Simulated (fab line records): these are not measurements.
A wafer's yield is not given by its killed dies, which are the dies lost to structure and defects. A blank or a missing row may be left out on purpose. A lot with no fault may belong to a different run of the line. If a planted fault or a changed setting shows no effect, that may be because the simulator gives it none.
fab line records	flow gf180mcu
record lots=14	wafers=42	lastDay=34
route steps=602 shown M2@379 V2@406 M4@471 PASSIVATION@589
lots that met no fault: from a run of the same line without faults
startH: hours from the record's first day to the start of the lot's first wafer shown	waitH: time in hours since the lot's previous step	" the same as in the row above	L1.1+2: a single row standing in for several wafers	- either no value or no given start	* or withheld: withheld	< > ~ a bound
route shown NAME@n: a module of which the file shows steps, and the number in the route of the first	usual: mean/standard deviation taken from wafers without a fault	same: alike in all rows	chamber/n: place in a boat	sites: each site's reading	_std_site: how widely they spread, as a standard deviation	_edge_site: inner sites' mean taken away from outer sites' mean	radiusMm: for every site, how far away it sits from the centre of the wafer	mask NAME#n: copy n	behind: the tool/chamber that last shaped the wafer	hold: cause of the lot's hold/its duration in hours/its outcome	device: which transistor (n, p or np) failed to switch	end of line: the same wafers' tests at the end of the route	a step given without rows: its recipe and nothing more	killed: the dies lost at the first sort to structure and to defects; this is not the yield of the wafer	map: a wafer's dies, marking killed ones x, the rest . and places with no die _
set.NAME: the run value of the setting; set.NAME@STEP: its run value at that earlier step	model.NAME: the simulator's own value behind a step, which no gauge read
steps of the route over a sample of lots; a table a step, a row a wafer
services: the hour from which a tool's chamber was out of use, counted from the record's first day as startH (under 0 if before that day), plus the number of hours and why
## steps
# step GF_M2_STRIP_17
# recipe chemistry=O2/N2	powerW=1400	pressureMtorr=1500	platenTempC=250	o2FlowSccm=3000	n2FlowSccm=300	overashFraction=0.5
# usual drypumpMotorCurrentA=5.5/0.62	heaterPowerW=350/39	oesProductAu=0.539/0.0055	platenTempC=250.00/0.18	stripTimeToEndpointS=7.40/0.06
lot.wafer	tool	chamber	startH	waitH	drypumpMotorCurrentA	heaterPowerW	oesProductAu	platenTempC	rfHoursCounterH	stripTimeToEndpointS
L317.2	plasmaAsher-01	1	438.26	0.1	4.9	349	0.536	249.86	1	7.36
L317.3	"	1	"	"	4.9	345	0.542	250.54	-	7.44
L317.6	"	0	"	"	5.9	372	0.546	249.67	-	7.47
L319.1	plasmaAsher-02	0	456.87	0.1	6.3	323	0.531	250.15	31	7.31
L319.3	"	0	"	"	6.3	328	0.529	250.37	-	7.35
L319.5	"	0	"	"	6.3	327	0.541	250.04	-	7.48
L320.2	plasmaAsher-04	1	471.26	0.1	5.7	428	0.534	249.85	88	7.34
L320.4	"	0	"	"	4.6	309	0.541	250.36	-	7.47
L320.5	"	1	"	"	5.7	405	0.545	249.93	-	7.48
L321.1	plasmaAsher-01	0	483.97	0.1	5.9	373	0.542	250.01	6	7.38
L321.3	"	0	"	"	5.9	362	0.532	250.22	-	7.34
L321.6	"	0	"	"	5.9	369	0.536	249.99	-	7.43
L326.1	plasmaAsher-04	1	516.52	0.1	5.7	407	0.540	250.11	93	7.41
L326.3	"	0	"	"	4.6	309	0.536	250.20	-	7.35
L326.5	"	0	"	"	4.6	319	0.541	250.02	-	7.44
L328.3	plasmaAsher-04	0	539.63	0.1	4.6	310	0.535	249.93	-	7.37
L328.4	"	1	"	"	5.7	415	0.546	250.02	-	7.46
L328.5	"	0	"	"	4.6	317	0.535	250.00	-	7.35
L329.4	plasmaAsher-04	0	545.50	0.1	4.6	315	0.535	249.78	-	7.38
L329.5	"	0	"	"	4.6	318	0.544	250.12	-	7.48
L329.6	"	1	"	"	5.7	416	0.535	249.86	-	7.40
L330.3	plasmaAsher-04	0	551.78	0.1	4.6	307	0.542	249.67	-	7.43
L330.4	"	1	"	"	5.7	419	0.542	250.24	-	7.38
L330.5	"	0	"	"	4.6	316	0.538	249.78	-	7.37
L331.4	plasmaAsher-02	0	562.58	0.1	6.3	323	0.548	249.95	-	7.39
L331.5	"	1	"	"	5.9	325	0.538	250.01	-	7.36
L331.6	"	0	"	"	6.3	330	0.535	249.94	-	7.36
L332.3	plasmaAsher-02	1	566.90	0.1	5.9	313	0.533	249.92	-	7.38
L332.5	"	1	"	"	5.9	324	0.529	250.25	-	7.41
L332.6	"	0	"	"	6.3	335	0.540	250.02	-	7.37
L336.2	plasmaAsher-04	1	606.06	0.1	5.7	415	0.534	250.09	103	7.33
L336.5	"	0	"	"	4.6	308	0.536	249.67	-	7.39
L336.6	"	1	"	"	5.7	420	0.538	250.02	-	7.35
L337.2	plasmaAsher-02	0	607.37	0.1	6.3	334	0.537	250.09	46	7.36
L337.4	"	0	"	"	6.3	335	0.534	249.58	-	7.38
L337.5	"	1	"	"	5.8	321	0.538	249.89	-	7.37
L338.2	plasmaAsher-04	0	611.15	0.1	4.6	313	0.537	250.04	103	7.34
L338.3	"	0	"	"	4.6	312	0.541	250.35	-	7.44
L338.5	"	1	"	"	5.7	403	0.533	249.72	-	7.31
L339.2	plasmaAsher-04	1	621.36	0.1	5.7	416	0.545	249.87	104	7.47
L339.3	"	0	"	"	4.6	318	0.546	249.75	-	7.50
L339.5	"	1	"	"	5.7	419	0.543	249.82	-	7.44
# step GF_V2_RS_MEAS_24
# recipe thkMeasGauge=four-point-probe	reads=W_of_V2_CVD_23+TiN_of_V2_SPUTTER_22+Ti_of_V2_SPUTTER_21
# usual V2_W_RS=0.328/0.0035
lot.wafer	tool	chamber	startH	waitH	V2_W_RS[ohm/sq]
L317.2	filmMetro-04	-	465.02	0.1	0.327
L317.3	"	-	"	"	0.329
L317.6	"	-	"	"	0.327
L319.1	filmMetro-01	-	482.64	0.1	0.331
L319.3	"	-	"	"	0.331
L319.5	"	-	"	"	0.329
L320.2	filmMetro-01	-	496.92	0.1	0.333
L320.4	"	-	"	"	0.335
L320.5	"	-	"	"	0.329
L321.1	filmMetro-04	-	508.95	0.1	0.334
L321.3	"	-	"	"	0.328
L321.6	"	-	"	"	0.330
L326.1	filmMetro-04	-	542.30	0.1	0.327
L326.3	"	-	"	"	0.324
L326.5	"	-	"	"	0.324
L328.3	filmMetro-04	-	564.41	0.2	0.327
L328.4	"	-	"	"	0.328
L328.5	"	-	"	"	0.329
L329.4	filmMetro-01	-	570.50	0.1	0.327
L329.5	"	-	"	"	0.333
L329.6	"	-	"	"	0.327
L330.3	filmMetro-01	-	575.58	0.1	0.326
L330.4	"	-	"	"	0.318
L330.5	"	-	"	"	0.321
L331.4	filmMetro-04	-	586.66	0.1	0.327
L331.5	"	-	"	"	0.322
L331.6	"	-	"	"	0.324
L332.3	filmMetro-01	-	590.89	0.1	0.328
L332.5	"	-	"	"	0.330
L332.6	"	-	"	"	0.327
L336.2	filmMetro-04	-	628.75	0.1	0.324
L336.5	"	-	"	"	0.331
L336.6	"	-	"	"	0.328
L337.2	filmMetro-02	-	631.09	0.1	0.327
L337.4	"	-	"	"	0.325
L337.5	"	-	"	"	0.329
L338.2	filmMetro-01	-	633.50	0.1	0.328
L338.3	"	-	"	"	0.327
L338.5	"	-	"	"	0.334
L339.2	filmMetro-02	-	642.77	0.1	0.325
L339.3	"	-	"	"	0.330
L339.5	"	-	"	"	0.326
# step GF_M4_OVL_MEAS_15
# usual M4_OVL=3/5.9
lot.wafer	tool	chamber	startH	waitH	M4_OVL[nm]
L317.2	overlay-02	-	538.79	0.1	-1
L317.3	"	-	"	"	6
L317.6	"	-	"	"	-5
L319.1	overlay-02	-	555.80	0.1	5
L319.3	"	-	"	"	0
L319.5	"	-	"	"	-3
L320.2	overlay-02	-	569.50	0.1	8
L320.4	"	-	"	"	2
L320.5	"	-	"	"	-2
L321.1	overlay-02	-	579.90	0.1	-8
L321.3	"	-	"	"	-7
L321.6	"	-	"	"	-1
L326.1	overlay-01	-	611.50	0.1	13
L326.3	"	-	"	"	14
L326.5	"	-	"	"	13
L328.3	overlay-01	-	631.36	0.1	13
L328.4	"	-	"	"	7
L328.5	"	-	"	"	12
L329.4	overlay-02	-	636.81	0.1	3
L329.5	"	-	"	"	4
L329.6	"	-	"	"	3
L330.3	overlay-01	-	641.51	0.1	5
L330.4	"	-	"	"	1
L330.5	"	-	"	"	2
L331.4	overlay-02	-	652.17	0.1	0
L331.5	"	-	"	"	-2
L331.6	"	-	"	"	3
L332.3	overlay-02	-	655.26	0.1	11
L332.5	"	-	"	"	13
L332.6	"	-	"	"	10
L336.2	overlay-01	-	689.94	0.1	10
L336.5	"	-	"	"	10
L336.6	"	-	"	"	4
L337.2	overlay-02	-	693.99	0.1	9
L337.4	"	-	"	"	6
L337.5	"	-	"	"	-5
L338.2	overlay-01	-	695.65	0.1	8
L338.3	"	-	"	"	9
L338.5	"	-	"	"	7
L339.2	overlay-02	-	703.75	0.1	4
L339.3	"	-	"	"	1
L339.5	"	-	"	"	1
# step GF_PASSIVATION_CVD_02
# recipe material=Si3N4	targetThkNm=700	timeS=486.18	tempC=400	rfW=450
# usual heaterPowerW=687/57
lot.wafer	tool	chamber	startH	waitH	heaterPowerW
L317.2	pecvd-01	2	652.98	0.0	676
L317.3	"	1	"	"	644
L317.6	"	1	"	"	674
L319.1	pecvd-04	1	667.85	0.1	584
L319.3	"	0	"	"	748
L319.5	"	0	"	"	788
L320.2	pecvd-03	0	678.59	0.0	632
L320.4	"	1	"	"	784
L320.5	"	2	"	"	591
L321.1	pecvd-01	2	687.53	0.1	685
L321.3	"	0	"	"	711
L321.6	"	2	"	"	700
L326.1	pecvd-01	0	715.78	0.1	724
L326.3	"	2	"	"	707
L326.5	"	1	"	"	755
L328.3	pecvd-03	0	733.29	0.0	601
L328.4	"	0	"	"	635
L328.5	"	1	"	"	777
L329.4	pecvd-03	2	737.77	0.2	581
L329.5	"	1	"	"	739
L329.6	"	0	"	"	565
L330.3	pecvd-01	0	741.76	0.0	744
L330.4	"	2	"	"	698
L330.5	"	1	"	"	633
L331.4	pecvd-01	0	750.68	0.2	756
L331.5	"	1	"	"	707
L331.6	"	2	"	"	715
L332.3	pecvd-01	1	752.46	0.0	721
L332.5	"	1	"	"	755
L332.6	"	2	"	"	657
L336.2	pecvd-04	1	782.83	0.0	574
L336.5	"	1	"	"	605
L336.6	"	2	"	"	651
L337.2	pecvd-04	1	785.87	0.0	605
L337.4	"	1	"	"	646
L337.5	"	0	"	"	677
L338.2	pecvd-01	2	787.78	0.0	738
L338.3	"	0	"	"	714
L338.5	"	0	"	"	742
L339.2	pecvd-01	0	794.32	0.0	607
L339.3	"	2	"	"	744
L339.5	"	1	"	"	754
# step GF_PASSIVATION_THK_MEAS_03
# recipe reads=Si3N4_of_PASSIVATION_CVD_02
# usual PASSIVATION_CVD_02_THK=698/8.9
lot.wafer	tool	chamber	startH	waitH	PASSIVATION_CVD_02_THK[nm]
L317.2	filmMetro-01	-	653.33	0.2	690
L317.3	"	-	"	"	701
L317.6	"	-	"	"	708
L319.1	filmMetro-04	-	668.14	0.1	688
L319.3	"	-	"	"	693
L319.5	"	-	"	"	704
L320.2	filmMetro-01	-	678.89	0.2	700
L320.4	"	-	"	"	700
L320.5	"	-	"	"	694
L321.1	filmMetro-02	-	687.82	0.1	691
L321.3	"	-	"	"	688
L321.6	"	-	"	"	705
L326.1	filmMetro-02	-	716.07	0.1	708
L326.3	"	-	"	"	693
L326.5	"	-	"	"	717
L328.3	filmMetro-02	-	733.59	0.2	976
L328.4	"	-	"	"	985
L328.5	"	-	"	"	976
L329.4	filmMetro-01	-	737.95	0.0	983
L329.5	"	-	"	"	985
L329.6	"	-	"	"	998
L330.3	filmMetro-02	-	742.07	0.2	689
L330.4	"	-	"	"	704
L330.5	"	-	"	"	700
L331.4	filmMetro-02	-	750.88	0.1	696
L331.5	"	-	"	"	698
L331.6	"	-	"	"	701
L332.3	filmMetro-02	-	752.77	0.2	694
L332.5	"	-	"	"	701
L332.6	"	-	"	"	711
L336.2	filmMetro-02	-	783.13	0.2	702
L336.5	"	-	"	"	702
L336.6	"	-	"	"	708
L337.2	filmMetro-01	-	786.17	0.2	689
L337.4	"	-	"	"	701
L337.5	"	-	"	"	708
L338.2	filmMetro-04	-	788.08	0.2	687
L338.3	"	-	"	"	689
L338.5	"	-	"	"	706
L339.2	filmMetro-04	-	794.62	0.2	694
L339.3	"	-	"	"	688
L339.5	"	-	"	"	701
## services
tool	chamber	startH	hours	kind
plasmaAsher-01	-	421.25	9.0	pm
pecvd-04	-	426.80	1.9	repair
pecvd-03	-	474.28	2.8	pm
pecvd-04	-	512.62	0.7	repair
pecvd-04	0	571.06	6.2	repair
pecvd-04	-	572.42	6.0	pm
plasmaAsher-02	-	579.02	3.4	repair
pecvd-03	-	591.12	14.0	pm
pecvd-03	2	605.69	20.0	repair
pecvd-04	2	620.13	4.0	repair
pecvd-01	-	625.93	2.8	pm
plasmaAsher-04	-	631.73	1.8	repair
pecvd-03	-	638.21	0.8	repair
pecvd-01	0	642.85	5.4	repair
plasmaAsher-01	-	678.35	12.2	pm
pecvd-01	-	696.75	2.0	repair
plasmaAsher-02	-	719.56	14.6	pm
plasmaAsher-04	-	733.75	9.0	pm
plasmaAsher-04	0	733.75	9.0	ventCycle
plasmaAsher-04	1	733.75	9.0	ventCycle
plasmaAsher-04	0	742.75	-	clean
pecvd-04	0	769.13	12.4	repair
plasmaAsher-02	-	778.37	13.1	repair
plasmaAsher-01	-	793.52	1.1	repair
## key
firstSign step=GF_PASSIVATION_THK_MEAS_03	reading=PASSIVATION_CVD_02_THK	direction=up	sigmas=32	usual=698	struck=984
effect none on later readings
metAt GF_PASSIVATION_CVD_02
struckLots L328,L329
laterRowsLeftOut L328.3,L328.4
sortLeftOut L328.3,L328.4,L328.5,L329.4,L329.5,L329.6
notActingAt GF_M2_STRIP_17,GF_V2_RS_MEAS_24,GF_M4_OVL_MEAS_15
onsetBetween 678.59 733.29
fault kind=processParameterDrift	tool=pecvd-03	chamber=-	onsetH=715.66	steps=GF_PASSIVATION_CVD_02	channel=targetThkNm	offset=276.46	shape=step	endH=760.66	actsIn=theseRecipesOnly	stated=700
# sortLeftOut: the simulated sort isn't trusted on such a fault, so these wafers' sort isn't shown, and their yield isn't known
# laterRowsLeftOut: the simulator's readings of these wafers behind a module that went badly wrong aren't trusted and aren't shown, but for the sort
